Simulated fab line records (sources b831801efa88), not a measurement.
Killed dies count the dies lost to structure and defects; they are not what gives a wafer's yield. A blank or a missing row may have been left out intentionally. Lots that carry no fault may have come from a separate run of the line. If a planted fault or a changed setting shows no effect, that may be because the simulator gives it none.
fab line records | flow sky130
[record] lots = 5 | wafers = 15 | lastDay = 50
route steps=708 shown VIA1@471 METAL2@483 PAD_OPEN@708
lots untouched by any fault: they come from a run of this same line in which no faults occurred
startH: hours from the record's opening day to when the first of the lot's shown wafers began | waitH: how many hours have passed since the lot's step before this one | " unchanged from the row above | L1.1+2: several wafers, shown together as one row | - no value, or no start given | * or withheld: withheld | < > ~ a bound
route shown NAME@n: a module of which the file shows steps, and the number in the route of the first | usual: mean and standard deviation over wafers with no fault | same: alike in all rows | chamber/n: place in a boat | sites: each site's reading | _std_site: how widely they spread, as a standard deviation | _edge_site: mean of outer sites minus mean of inner sites | radiusMm: for every site, how far away it sits from the centre of the wafer | mask NAME#n: copy n | behind: tool/chamber where the wafer was last shaped | hold: reason for holding the lot/hours on hold/outcome of the hold | device: transistor that didn't switch, given as n, p or np | end of line: the tests these same wafers got at the end of their route | a step without rows: its recipe alone | killed: dies that structure and defects cost at the first sort, which is not the same as the wafer's yield | map: a wafer's dies, marking killed ones x, the rest . and places with no die _
set.NAME: the setting that was run; set.NAME@STEP: the one run at that earlier step | model.NAME: the simulator's own value behind a step, which no gauge read
lots at selected steps of the route; one table per step, one row per wafer
services: from which hour (startH, from the record's first day; less than 0 if before it) a tool's chamber was out of use, for how many hours, and why
[[steps]]
[step SKY_VIA1_OVL_MEAS_13]
[usual] VIA1_OVL = 1/5.7
lot.wafer | tool       | chamber | startH | waitH | VIA1_OVL[nm]
L860.1    | overlay-01 | -       | 835.79 | 0.1   | 1
L860.4    | "          | -       | "      | "     | 5
L860.5    | "          | -       | "      | "     | 0
L863.1    | overlay-01 | -       | 857.30 | 0.1   | 2
L863.2    | "          | -       | "      | "     | 12
L863.3    | "          | -       | "      | "     | 1
L870.1    | overlay-02 | -       | 907.64 | 0.1   | -3
L870.2    | "          | -       | "      | "     | 1
L870.3    | "          | -       | "      | "     | -2
L872.2    | overlay-01 | -       | 926.60 | 0.1   | -8
L872.3    | "          | -       | "      | "     | 2
L872.6    | "          | -       | "      | "     | 2
L876.2    | overlay-02 | -       | 953.75 | 0.1   | -1
L876.4    | "          | -       | "      | "     | -7
L876.5    | "          | -       | "      | "     | 2
[step SKY_VIA1_ETCH_14]
[recipe] chemistry = N2/H2 | target = BARC | ionEnergyEv = 200 | sourceW = 500 | biasW = 100 | pressureMtorr = 30 | n2FlowSccm = 100 | h2FlowSccm = 200 | stopOn = SiO2 | timeS = 45.9 | targetDepthA = 600
[usual] drypumpMotorCurrentA = 5.8/0.45 | oesProductAu = 0.855/0.0044 | throttleValvePct = 13.225/0.009
lot.wafer | tool       | chamber | startH | waitH | drypumpMotorCurrentA | oesProductAu | rfHoursCounterH | throttleValvePct
L860.1    | rieDiel-04 | 0       | 835.83 | 0.0   | 5.8                  | 0.857        | 15              | 13.218
L860.4    | "          | 1       | "      | "     | 5.1                  | 0.851        | 17              | 13.224
L860.5    | "          | 1       | "      | "     | 5.1                  | 0.859        | -               | 13.219
L863.1    | rieDiel-03 | 3       | 857.34 | 0.0   | 6.5                  | 0.860        | 10              | 13.235
L863.2    | "          | 2       | "      | "     | 6.0                  | 0.855        | 6               | 13.232
L863.3    | "          | 1       | "      | "     | 5.0                  | 0.861        | 19              | 13.227
L870.1    | rieDiel-04 | 1       | 907.68 | 0.0   | 5.1                  | 0.857        | 20              | 13.227
L870.2    | "          | 0       | "      | "     | 5.8                  | 0.853        | 17              | 13.219
L870.3    | "          | 2       | "      | "     | 5.9                  | 0.855        | 5               | 13.224
L872.2    | rieDiel-03 | 0       | 926.63 | 0.0   | 5.8                  | 0.850        | 19              | 13.239
L872.3    | "          | 3       | "      | "     | 6.5                  | 0.845        | 11              | 13.222
L872.6    | "          | 0       | "      | "     | 5.8                  | 0.850        | -               | 13.212
L876.2    | rieDiel-04 | 0       | 953.78 | 0.0   | 5.8                  | 0.852        | 18              | 13.232
L876.4    | "          | 3       | "      | "     | 5.8                  | 0.851        | 11              | 13.226
L876.5    | "          | 3       | "      | "     | 5.8                  | 0.855        | -               | 13.239
[step SKY_VIA1_ETCH_15]
[recipe] target = SiO2 | chemistry = C4F8/O2/Ar | targetDepthNm = 351 | stopOn = TiN | maskMaterial = KrF-thick | sourceW = 1500 | biasW = 1200 | pressureMtorr = 40 | c4f8FlowSccm = withheld | O2_flow_sccm = 6 | Ar_flow_sccm = 300 | timeS = 54
[step SKY_VIA1_STRIP_16]
[recipe] chemistry = O2/N2 | powerW = 1400 | pressureMtorr = 1500 | platenTempC = withheld | o2FlowSccm = 3000 | n2FlowSccm = 300 | overashFraction = 0.5
[usual] drypumpMotorCurrentA = 5.67/0.18 | oesProductAu = 0.417/0.0047 | stripTimeToEndpointS = 4.470/0.019
lot.wafer | tool           | chamber | startH | waitH | drypumpMotorCurrentA | oesProductAu | rfHoursCounterH | stripTimeToEndpointS
L860.1    | plasmaAsher-03 | 1       | 835.92 | 0.0   | 5.38                 | 0.422        | 8               | 4.462
L860.4    | "              | 1       | "      | "     | 5.34                 | 0.413        | -               | 4.486
L860.5    | "              | 1       | "      | "     | 5.40                 | 0.422        | -               | 4.472
L863.1    | plasmaAsher-01 | 1       | 857.43 | 0.0   | 5.75                 | 0.425        | 43              | 4.447
L863.2    | "              | 0       | "      | "     | 5.49                 | 0.417        | 43              | 4.476
L863.3    | "              | 1       | "      | "     | 5.73                 | 0.414        | -               | 4.478
L870.1    | plasmaAsher-03 | 0       | 907.76 | 0.0   | 5.85                 | 0.412        | 16              | 4.472
L870.2    | "              | 1       | "      | "     | 5.39                 | 0.421        | 16              | 4.453
L870.3    | "              | 0       | "      | "     | 5.83                 | 0.417        | -               | 4.473
L872.2    | plasmaAsher-01 | 0       | 926.72 | 0.0   | 5.50                 | 0.422        | 49              | 4.481
L872.3    | "              | 1       | "      | "     | 5.72                 | 0.424        | -               | 4.467
L872.6    | "              | 0       | "      | "     | 5.49                 | 0.419        | -               | 4.477
L876.2    | plasmaAsher-04 | 1       | 953.87 | 0.0   | 5.86                 | 0.408        | 112             | 4.484
L876.4    | "              | 1       | "      | "     | 5.87                 | 0.425        | -               | 4.475
L876.5    | "              | 1       | "      | "     | 5.87                 | 0.420        | -               | 4.487
[step SKY_VIA1_STRIP_17]
[recipe] chemistry = postEtchResidueRemover | timeS = 1200 | tempC = 72.5
[step SKY_VIA1_CLEAN_18]
[recipe] chemistry = IPA | timeS = 180 | tempC = 25
[step SKY_VIA1_CLEAN_19]
[recipe] chemistry = O3/DIW | dry = n2Spin
[step SKY_VIA1_SPUTTER_20]
[recipe] material = TiN | targetThkNm = 20 | chamberPressurePa = 5 | powerW = 4000 | timeS = 80
[usual] throttleValvePct = 30.2/0.85
lot.wafer | tool          | chamber | startH | waitH | throttleValvePct
L860.1    | pvdSputter-02 | -       | 836.51 | 0.0   | 29.4
L860.4    | "             | -       | "      | "     | 30.0
L860.5    | "             | -       | "      | "     | 30.1
L863.1    | pvdSputter-02 | -       | 858.03 | 0.0   | 29.1
L863.2    | "             | -       | "      | "     | 31.6
L863.3    | "             | -       | "      | "     | 30.2
L870.1    | pvdSputter-02 | -       | 908.36 | 0.0   | 29.1
L870.2    | "             | -       | "      | "     | 29.9
L870.3    | "             | -       | "      | "     | 28.7
L872.2    | pvdSputter-01 | -       | 927.35 | 0.0   | 30.1
L872.3    | "             | -       | "      | "     | 30.7
L872.6    | "             | -       | "      | "     | 30.9
L876.2    | pvdSputter-02 | -       | 954.50 | 0.0   | 29.8
L876.4    | "             | -       | "      | "     | 29.1
L876.5    | "             | -       | "      | "     | 31.5
[step SKY_VIA1_CVD_21]
[recipe] material = W | targetThkNm = 270 | timeS = 80.902 | tempC = 400 | pressureTorr = 40
[step SKY_VIA1_RS_MEAS_22]
[recipe] thkMeasGauge = four-point-probe | reads = W_of_VIA1_CVD_21+TiN_of_VIA1_SPUTTER_20
[usual] VIA1_W_RS = 0.427/0.0038
lot.wafer | tool         | chamber | startH | waitH | VIA1_W_RS[ohm/sq]
L860.1    | filmMetro-01 | -       | 836.67 | 0.1   | 0.430
L860.4    | "            | -       | "      | "     | 0.426
L860.5    | "            | -       | "      | "     | 0.430
L863.1    | filmMetro-02 | -       | 858.19 | 0.1   | 0.423
L863.2    | "            | -       | "      | "     | 0.426
L863.3    | "            | -       | "      | "     | 0.429
L870.1    | filmMetro-03 | -       | 908.51 | 0.1   | 0.423
L870.2    | "            | -       | "      | "     | 0.426
L870.3    | "            | -       | "      | "     | 0.425
L872.2    | filmMetro-01 | -       | 927.52 | 0.1   | 0.429
L872.3    | "            | -       | "      | "     | 0.433
L872.6    | "            | -       | "      | "     | 0.432
L876.2    | filmMetro-01 | -       | 954.67 | 0.1   | 0.433
L876.4    | "            | -       | "      | "     | 0.432
L876.5    | "            | -       | "      | "     | 0.428
[step SKY_VIA1_THK_MEAS_23]
[recipe] thkMeasGauge = xrf | reads = W_of_VIA1_CVD_21
[usual] VIA1_W_THK = 268/3.5
lot.wafer | tool         | chamber | startH | waitH | VIA1_W_THK[nm]
L860.1    | filmMetro-01 | -       | 836.79 | 0.1   | 264
L860.4    | "            | -       | "      | "     | 265
L860.5    | "            | -       | "      | "     | 262
L863.1    | filmMetro-02 | -       | 858.31 | 0.1   | 272
L863.2    | "            | -       | "      | "     | 270
L863.3    | "            | -       | "      | "     | 267
L870.1    | filmMetro-03 | -       | 908.63 | 0.1   | 270
L870.2    | "            | -       | "      | "     | 266
L870.3    | "            | -       | "      | "     | 268
L872.2    | filmMetro-01 | -       | 927.63 | 0.1   | 264
L872.3    | "            | -       | "      | "     | 262
L872.6    | "            | -       | "      | "     | 264
L876.2    | filmMetro-01 | -       | 954.78 | 0.1   | 265
L876.4    | "            | -       | "      | "     | 263
L876.5    | "            | -       | "      | "     | 268
[step SKY_VIA1_CMP_24]
[recipe] stopOn = SiO2 | tOverpolishS = 15 | downForcePsi = 3.5 | platenRpm = 60 | targetThkNm = 0 | padVelocityMS = 0.94248
[usual] motorCurrentA = 11.4/1.2 | overpolishRunS = 15.000/0.0095 | timeToEndpointS = 64.6/2.8
lot.wafer | tool   | chamber | startH | waitH | motorCurrentA | overpolishRunS | timeToEndpointS
L860.1    | cmp-01 | 2       | 836.85 | 0.1   | 10.8          | 15.005         | 66.9
L860.4    | "      | 0       | "      | "     | 10.4          | 15.004         | 64.1
L860.5    | "      | 2       | "      | "     | 11.0          | 14.972         | 67.4
L863.1    | cmp-02 | 0       | 858.37 | 0.1   | 9.0           | 14.991         | 63.7
L863.3    | "      | 1       | "      | "     | 12.7          | 15.000         | 62.8
L863.2    | "      | 2       | "      | "     | 12.3          | 14.998         | 64.0
L870.3    | cmp-02 | 2       | 908.84 | 0.2   | 12.2          | 14.994         | 59.8
L870.1    | "      | 3       | "      | "     | 11.3          | 14.999         | 63.0
L870.2    | "      | 0       | "      | "     | 9.3           | 15.003         | 65.8
L872.3    | cmp-01 | 0       | 927.68 | 0.0   | 11.0          | 14.991         | 59.9
L872.2    | "      | 3       | "      | "     | 11.4          | 14.986         | 64.8
L872.6    | "      | 0       | "      | "     | 10.5          | 14.989         | 60.4
L876.2    | cmp-02 | 0       | 954.83 | 0.0   | 9.5           | 14.996         | 53.9
L876.4    | "      | 1       | "      | "     | 12.6          | 15.003         | 59.5
L876.5    | "      | 1       | "      | "     | 13.4          | 15.001         | 58.2
[step SKY_METAL2_SPUTTER_00]
[recipe] material = Ti | targetThkNm = 15 | powerW = 3000 | timeS = 10 | chamberPressurePa = 0.4
[usual] throttleValvePct = 30.1/0.7
lot.wafer | tool          | chamber | startH | waitH | throttleValvePct | model.Ti_of_METAL2_SPUTTER_00.thkNm
L860.1    | pvdSputter-03 | -       | 837.15 | 0.2   | 29.7             | 14.98
L860.4    | "             | -       | "      | "     | 30.2             | 15.2
L860.5    | "             | -       | "      | "     | 30.9             | 14.98
L863.1    | pvdSputter-01 | -       | 858.67 | 0.2   | 29.8             | 14.94
L863.2    | "             | -       | "      | "     | 30.0             | 14.95
L863.3    | "             | -       | "      | "     | 31.0             | 14.47
L870.1    | pvdSputter-03 | -       | 909.14 | 0.2   | 29.6             | 11.66
L870.2    | "             | -       | "      | "     | 30.8             | 11.63
L870.3    | "             | -       | "      | "     | 30.2             | 11.72
L872.2    | pvdSputter-02 | -       | 927.98 | 0.1   | 29.9             | 15
L872.3    | "             | -       | "      | "     | 31.4             | 15.21
L872.6    | "             | -       | "      | "     | 30.0             | 15.01
L876.2    | pvdSputter-01 | -       | 955.13 | 0.2   | 29.8             | 14.9
L876.4    | "             | -       | "      | "     | 29.9             | 15.06
L876.5    | "             | -       | "      | "     | 31.2             | 15.1
[step SKY_METAL2_SPUTTER_01]
[recipe] material = TiN | targetThkNm = 20 | powerW = 6500 | timeS = 16.7 | chamberPressurePa = 0.4
[usual] throttleValvePct = 30.2/0.71
lot.wafer | tool          | chamber | startH | waitH | throttleValvePct
L860.1    | pvdSputter-03 | -       | 837.17 | 0.0   | 29.8
L860.4    | "             | -       | "      | "     | 30.3
L860.5    | "             | -       | "      | "     | 31.4
L863.1    | pvdSputter-01 | -       | 858.69 | 0.0   | 29.7
L863.2    | "             | -       | "      | "     | 29.7
L863.3    | "             | -       | "      | "     | 30.9
L870.1    | pvdSputter-03 | -       | 909.16 | 0.0   | 29.5
L870.2    | "             | -       | "      | "     | 31.2
L870.3    | "             | -       | "      | "     | 29.8
L872.2    | pvdSputter-02 | -       | 928.00 | 0.0   | 29.8
L872.3    | "             | -       | "      | "     | 31.5
L872.6    | "             | -       | "      | "     | 30.1
L876.2    | pvdSputter-01 | -       | 955.16 | 0.0   | 30.1
L876.4    | "             | -       | "      | "     | 29.7
L876.5    | "             | -       | "      | "     | 30.7
[step SKY_PAD_OPEN_PROBE_99]
[usual] defectLimitedYield = 82.5/2 | killed_at_M0_to_M3 = 44/7 | killed_at_M4_up = 3.4/1.7 | killedAtContacts = 24/4.9 | killedAtFrontEnd = 15/4.5 | killedAtOther = 0.4/0.61 | killedDies = 86/9.7 | killedOpen = 47/7.1 | killedShort = 39/6.1 | sort_bin_3_pad_short = 0.9/0.42 | sort_bin_5_function = 10.4/1.4 | sort_bin_6_memory = 6.2/1.2 | sortNPass = 406/9.7 | sortYieldPct = 82.5/2
[same] grossDies = 492 | killedAtBackSide = 0 | sort_bin_4_leakage[%] = 0 | sort_bin_8_speed[%] = 0
lot.wafer | tool      | chamber | startH  | waitH | defectLimitedYield[%] | killed_at_M0_to_M3 | killed_at_M4_up | killedAtContacts | killedAtFrontEnd | killedAtOther | killedDies | killedOpen | killedShort | sort_bin_3_pad_short[%] | sort_bin_5_function[%] | sort_bin_6_memory[%] | sortNPass | sortYieldPct[%]
L860.1    | prober-01 | -       | 1110.84 | 0.1   | 78.7                  | 52                 | 3               | 28               | 22               | 0             | 105        | 48         | 56          | 1.2                     | 11.8                   | 8.3                  | 387       | 78.7
L860.4    | prober-01 | -       | 1110.99 | 0.2   | 81.9                  | 55                 | 2               | 18               | 14               | 0             | 89         | 51         | 38          | 0.8                     | 9.8                    | 7.5                  | 403       | 81.9
L860.5    | prober-01 | -       | 1111.04 | 0.2   | 80.9                  | 58                 | 3               | 18               | 15               | 0             | 94         | 51         | 43          | 1.2                     | 12.0                   | 5.9                  | 398       | 80.9
L863.1    | prober-02 | -       | 1126.99 | 0.1   | 82.3                  | 49                 | 2               | 24               | 12               | 0             | 87         | 53         | 33          | 0.4                     | 10.8                   | 6.5                  | 405       | 82.3
L863.2    | prober-02 | -       | 1127.04 | 0.1   | 82.7                  | 49                 | 3               | 23               | 10               | 0             | 85         | 46         | 38          | 0.6                     | 11.6                   | 5.1                  | 407       | 82.7
L863.3    | prober-02 | -       | 1127.09 | 0.2   | 81.3                  | 48                 | 4               | 23               | 15               | 2             | 92         | 48         | 44          | 0.8                     | 11.2                   | 6.7                  | 400       | 81.3
L870.1    | prober-01 | -       | 1169.29 | 0.1   | 82.5                  | 55                 | 3               | 17               | 11               | 0             | 86         | 40         | 45          | 0.8                     | 10.6                   | 6.1                  | 406       | 82.5
L870.2    | prober-01 | -       | 1169.34 | 0.1   | 84.1                  | 36                 | 4               | 27               | 11               | 0             | 78         | 47         | 31          | 0.6                     | 8.9                    | 6.3                  | 414       | 84.1
L870.3    | prober-01 | -       | 1169.39 | 0.2   | 85.4                  | 31                 | 6               | 19               | 15               | 1             | 72         | 39         | 31          | 1.0                     | 9.1                    | 4.5                  | 420       | 85.4
L872.2    | prober-01 | -       | 1177.59 | 0.1   | 83.7                  | 45                 | 2               | 20               | 13               | 0             | 80         | 38         | 42          | 0.2                     | 10.6                   | 5.5                  | 412       | 83.7
L872.3    | prober-01 | -       | 1177.64 | 0.2   | 82.9                  | 40                 | 3               | 25               | 16               | 0             | 84         | 54         | 29          | 1.0                     | 11.6                   | 4.5                  | 408       | 82.9
L872.6    | prober-01 | -       | 1177.79 | 0.2   | 82.1                  | 40                 | 5               | 23               | 20               | 0             | 88         | 43         | 45          | 1.2                     | 11.8                   | 4.9                  | 404       | 82.1
L876.2    | prober-01 | -       | 1194.93 | 0.1   | 80.9                  | 47                 | 2               | 27               | 17               | 1             | 94         | 57         | 37          | 0.6                     | 11.6                   | 6.9                  | 398       | 80.9
L876.4    | prober-01 | -       | 1195.03 | 0.2   | 84.1                  | 46                 | 2               | 18               | 11               | 1             | 78         | 35         | 43          | 0.6                     | 11.0                   | 4.3                  | 414       | 84.1
L876.5    | prober-01 | -       | 1195.08 | 0.2   | 85.0                  | 44                 | 5               | 12               | 13               | 0             | 74         | 41         | 33          | 0                       | 8.7                    | 6.3                  | 418       | 85.0
// killed by level:class
L860.1 CONTACT:geometricParticle:open=9 VIA1:geometricParticle:short=9 FIELD_ISO:geometricParticle:short=7 VIA2:geometricParticle:short=7 LI_CONTACT:geometricParticle:open=7 VIA1:geometricParticle:open=7 VIA2:geometricParticle:open=7 METAL2:geometricParticle:short=6
L860.4 VIA1:geometricParticle:open=16 CONTACT:geometricParticle:open=8 VIA3:geometricParticle:open=7 VIA2:geometricParticle:open=6 METAL1:geometricParticle:short=5 VIA1:geometricParticle:short=5 FIELD_ISO:geometricParticle:open=4 FIELD_ISO:geometricParticle:short=4
L860.5 VIA1:geometricParticle:open=16 VIA3:geometricParticle:open=11 VIA2:geometricParticle:open=9 VIA1:geometricParticle:short=8 FIELD_ISO:geometricParticle:open=5 METAL2:geometricParticle:short=5 FIELD_ISO:geometricParticle:short=4 POLY_GATE:geometricParticle:short=4
L863.1 VIA2:geometricParticle:open=13 VIA1:geometricParticle:open=10 CONTACT:geometricParticle:open=9 VIA1:geometricParticle:short=7 LI_CONTACT:geometricParticle:open=7 VIA3:geometricParticle:open=7 POLY_GATE:geometricParticle:short=5 LOCAL_INTERCONNECT:geometricParticle:short=3
L863.2 VIA1:geometricParticle:open=11 LI_CONTACT:geometricParticle:open=8 CONTACT:geometricParticle:open=8 METAL1:geometricParticle:short=7 VIA1:geometricParticle:short=7 VIA3:geometricParticle:open=5 VIA3:geometricParticle:short=5 VIA2:geometricParticle:open=4
L863.3 VIA1:geometricParticle:open=16 CONTACT:geometricParticle:open=8 LOCAL_INTERCONNECT:geometricParticle:short=6 LI_CONTACT:geometricParticle:open=5 METAL1:geometricParticle:short=5 VIA2:geometricParticle:open=5 POLY_GATE:geometricParticle:short=4 VIA3:geometricParticle:open=4
L870.1 METAL2:geometricParticle:short=10 VIA3:geometricParticle:open=9 VIA1:geometricParticle:open=8 CONTACT:geometricParticle:short=7 METAL1:geometricParticle:short=6 VIA2:geometricParticle:short=6 VIA2:geometricParticle:open=5 CONTACT:geometricParticle:open=4
L870.2 VIA2:geometricParticle:open=10 VIA1:geometricParticle:open=10 CONTACT:geometricParticle:open=9 LI_CONTACT:geometricParticle:open=6 CONTACT:geometricParticle:short=6 POLY_GATE:geometricParticle:open=3 LI_CONTACT:geometricParticle:short=3 LOCAL_INTERCONNECT:geometricParticle:short=3
L870.3 VIA1:geometricParticle:open=9 LI_CONTACT:geometricParticle:open=6 CONTACT:geometricParticle:open=6 METAL3:geometricParticle:short=6 POLY_GATE:geometricParticle:open=4 LOCAL_INTERCONNECT:geometricParticle:short=4 METAL4:geometricParticle:short=4 POLY_GATE:geometricParticle:short=3
L872.2 CONTACT:geometricParticle:open=9 VIA2:geometricParticle:open=9 METAL2:geometricParticle:short=8 VIA3:geometricParticle:open=6 FIELD_ISO:geometricParticle:short=5 VIA1:geometricParticle:open=5 LOCAL_INTERCONNECT:geometricParticle:short=5 VIA1:geometricParticle:short=5
L872.3 VIA1:geometricParticle:open=9 LI_CONTACT:geometricParticle:open=9 VIA2:geometricParticle:open=7 VIA3:geometricParticle:open=7 POLY_GATE:geometricParticle:open=6 LOCAL_INTERCONNECT:geometricParticle:short=6 FIELD_ISO:geometricParticle:open=5 CONTACT:geometricParticle:open=5
L872.6 POLY_GATE:geometricParticle:short=10 CONTACT:geometricParticle:open=9 VIA2:geometricParticle:open=7 VIA1:geometricParticle:open=7 METAL1:geometricParticle:short=6 LI_CONTACT:geometricParticle:open=5 VIA1:geometricParticle:short=5 LOCAL_INTERCONNECT:geometricParticle:short=4
L876.2 VIA1:geometricParticle:open=15 LI_CONTACT:geometricParticle:open=10 VIA3:geometricParticle:open=9 CONTACT:geometricParticle:open=6 VIA1:geometricParticle:short=6 FIELD_ISO:geometricParticle:open=5 LOCAL_INTERCONNECT:geometricParticle:short=5 VIA2:geometricParticle:open=5
L876.4 VIA1:geometricParticle:open=11 VIA2:geometricParticle:short=9 VIA2:geometricParticle:open=7 METAL2:geometricParticle:short=6 CONTACT:geometricParticle:short=5 POLY_GATE:geometricParticle:short=4 CONTACT:geometricParticle:open=4 METAL1:geometricParticle:short=4
L876.5 VIA1:geometricParticle:open=13 VIA1:geometricParticle:short=7 VIA2:geometricParticle:open=7 CONTACT:geometricParticle:open=5 VIA3:geometricParticle:open=4 POLY_GATE:geometricParticle:open=4 METAL1:geometricParticle:short=4 METAL2:geometricParticle:short=4
[[services]]
tool           | chamber | startH | hours | kind
cmp-01         | -       | 814.40 | 0.8   | repair
pvdSputter-03  | -       | 814.96 | 2.6   | repair
cmp-01         | -       | 826.95 | 4.8   | pm
cmp-02         | -       | 836.85 | 0.8   | repair
cmp-02         | -       | 846.64 | 2.4   | repair
cmp-01         | -       | 848.47 | 1.1   | repair
pvdSputter-03  | -       | 858.00 | 2.0   | repair
plasmaAsher-04 | -       | 860.76 | 4.6   | repair
rieDiel-03     | 3       | 879.25 | 3.4   | repair
cmp-01         | -       | 892.82 | 0.4   | repair
rieDiel-03     | -       | 893.42 | 2.8   | pm
plasmaAsher-04 | -       | 899.08 | 2.8   | pm
cmp-01         | -       | 907.14 | 7.5   | pm
cmp-02         | -       | 909.67 | 0.5   | repair
pvdSputter-03  | -       | 911.76 | 4.0   | repair
cmp-01         | -       | 914.69 | 4.0   | pm
plasmaAsher-01 | -       | 919.90 | 4.3   | pm
cmp-01         | -       | 931.04 | 23.4  | repair
cmp-01         | -       | 941.94 | 1.1   | repair
plasmaAsher-03 | -       | 949.05 | 14.6  | pm
pvdSputter-02  | 0       | 952.87 | -     | consumableReplace:kit
pvdSputter-02  | 0       | 952.87 | 18.0  | scheduledDown
pvdSputter-02  | 0       | 952.87 | 18.0  | ventCycle
pvdSputter-01  | -       | 953.55 | 0.6   | repair
[[key]]
firstSign none at tools or gauges
[modelEffect] step = SKY_METAL2_SPUTTER_00 | value = Ti_of_METAL2_SPUTTER_00.thkNm | without = 14.95 | struck = 11.67
metAt SKY_METAL2_SPUTTER_00
struckWafers L870.1,L870.2,L870.3
onsetBetween 837.15 909.14
alsoFits SKY_VIA1_STRIP_16:plasmaAsher-03
[fault] kind = processParameterDrift | tool = pvdSputter-03 | chamber = - | onsetH = 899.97 | steps = SKY_METAL2_SPUTTER_00 | channel = targetThkNm | offset = -3.2801 | shape = step | endH = 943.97 | actsIn = theseRecipesOnly | stated = 15
